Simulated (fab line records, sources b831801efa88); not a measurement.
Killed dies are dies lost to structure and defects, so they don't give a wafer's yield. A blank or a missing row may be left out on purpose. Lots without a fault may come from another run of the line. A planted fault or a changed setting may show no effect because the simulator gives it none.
A struck lot beside a sound one | flow sky130 | 16 steps out of a route of 708
Sound: wafers L436.2, L436.4, L436.5. Struck: wafers L427.3, L427.4, L427.6. The cause comes at the end.
At each step with rows: each side's tool, then ch and its chambers, then its first start. Under that, the readings that differ: sound wafers | struck wafers | difference of the means | sigmas: that difference in standard deviations of wafers without a fault.
alike: readings whose means differ by less than 2 such deviations, and words and numbers that are the same on both sides. not compared: withheld readings, readings that some wafer has no value for, bounds like >300 that may hide the same value, and numbers for which the record gives no deviation and whose values overlap.
The two part at a step that has a row with sigmas, a row that says differs or no value, or rows on one side only. Numbers that don't overlap but have no deviation are shown without sigmas and don't part them. A reading that every wafer of one side lacks parts them only if that side has two wafers or more.

SKY_SD_N_OVL_MEAS_08:
  sound on overlay-02, day 33 11:14; struck on overlay-01, day 30 13:10
  alike: SD_N_OVL
then, 2 steps without rows for these wafers: SKY_SD_N_IMPLANT_09; SKY_SD_N_IMPLANT_10.
SKY_SD_N_STRIP_11: strips in O2/N2.
  sound on plasma_asher-01 ch 0,1, day 33 11:34; struck on plasma_asher-04 ch 0,1, day 30 13:32
  alike: drypump_motor_current_A, oes_product_au, strip_time_to_endpoint_s
  not compared: rf_hours_counter_h
SKY_SD_N_TW_MEAS_12:
  sound on film_metro-04, day 33 11:41; struck on film_metro-01, day 30 13:37
  reading | sound          | struck         | difference | sigmas
  SD_N_TW | 3970 3962 3968 | 4082 4065 4085 | +111       | +2
then, 1 step without rows for these wafers: SKY_SD_N_CLEAN_13 (cleans in SC1/SC2, time 150 s).
SKY_SD_N_RTA_14: time 2 s.
  sound on rtp_anneal-02 ch 0, day 33 11:48; struck on rtp_anneal-01 ch 0, day 30 13:43
  alike: anneal_temp_c_max, lamp_power_pct, wafer_temp_C_max
SKY_SD_N_RS_MEAS_16: measures by four-point-probe.
  sound on film_metro-02, day 33 12:02; struck on film_metro-02, day 30 13:55
  alike: SD_N_RS
SKY_SD_N_RS_MEAS_17: measures by four-point-probe.
  sound on film_metro-02, day 33 12:09; struck on film_metro-02, day 30 14:02
  alike: SD_P_RS
SKY_SD_N_RS_MEAS_18: measures by four-point-probe.
  sound on film_metro-02, day 33 12:16; struck on film_metro-02, day 30 14:10
  reading               | sound             | struck            | difference | sigmas
  RES_XHIGH_RS (ohm/sq) | 331.1 330.9 331.5 | 332.4 334.1 334.3 | +2.4       | +2
then, 1 step without rows for these wafers: SKY_SALICIDE_CLEAN_00 (cleans in HF-last, time 30 s).
SKY_LI_CONTACT_HDPCVD_00: deposits PSG, target thk 930 nm, time 155 s.
  sound on hdpcvd-01 ch 0,1, day 33 12:23; struck on hdpcvd-02 ch 0,2, day 30 14:16
  reading                                       | sound             | struck            | difference | sigmas
  run_length_s (s)                              | 183.6 183.0 183.1 | 212.1 213.2 212.2 | +29.3      | +55
  model.PSG_of_LI_CONTACT_HDPCVD_00.thk_nm (nm) | 910.7 905.8 902.3 | 1105 1104 1105    | +198       |
SKY_LI_CONTACT_THK_MEAS_01:
  sound on film_metro-01, day 33 12:30; struck on film_metro-04, day 30 14:23
  reading                    | sound       | struck         | difference | sigmas
  LI_CONTACT_HDPCVD_THK (nm) | 910 906 903 | 1105 1104 1106 | +199       | +20
SKY_LI_CONTACT_CMP_02: polishes PSG.
  sound on cmp-02 ch 0,2,3, day 33 12:33; struck on cmp-01 ch 0,2, day 30 14:25
  reading                | sound    | struck   | difference | sigmas
  time_to_endpoint_s (s) | 30 33 35 | 49 49 54 | +18        | +6
  alike: motor_current_A
SKY_LI_CONTACT_BOW_MEAS_03:
  sound on film_metro-04, day 33 12:52; struck on film_metro-02, day 30 14:46
  alike: LI_CONTACT_BOW
-- the record jumps here: 17 days lie between the struck wafers' starts before and after (it left off in module LI_CONTACT and takes up again in module PAD_OPEN, whose first step shown is number 708 of the route) --
SKY_PAD_OPEN_PROBE_99:
  the record has rows for the struck wafers here (prober-01, day 47 14:46) and none for the sound ones

WHERE THEY PART
First at SKY_SD_N_TW_MEAS_12; last, within this record, at SKY_PAD_OPEN_PROBE_99.

WHY: what the simulator had put in
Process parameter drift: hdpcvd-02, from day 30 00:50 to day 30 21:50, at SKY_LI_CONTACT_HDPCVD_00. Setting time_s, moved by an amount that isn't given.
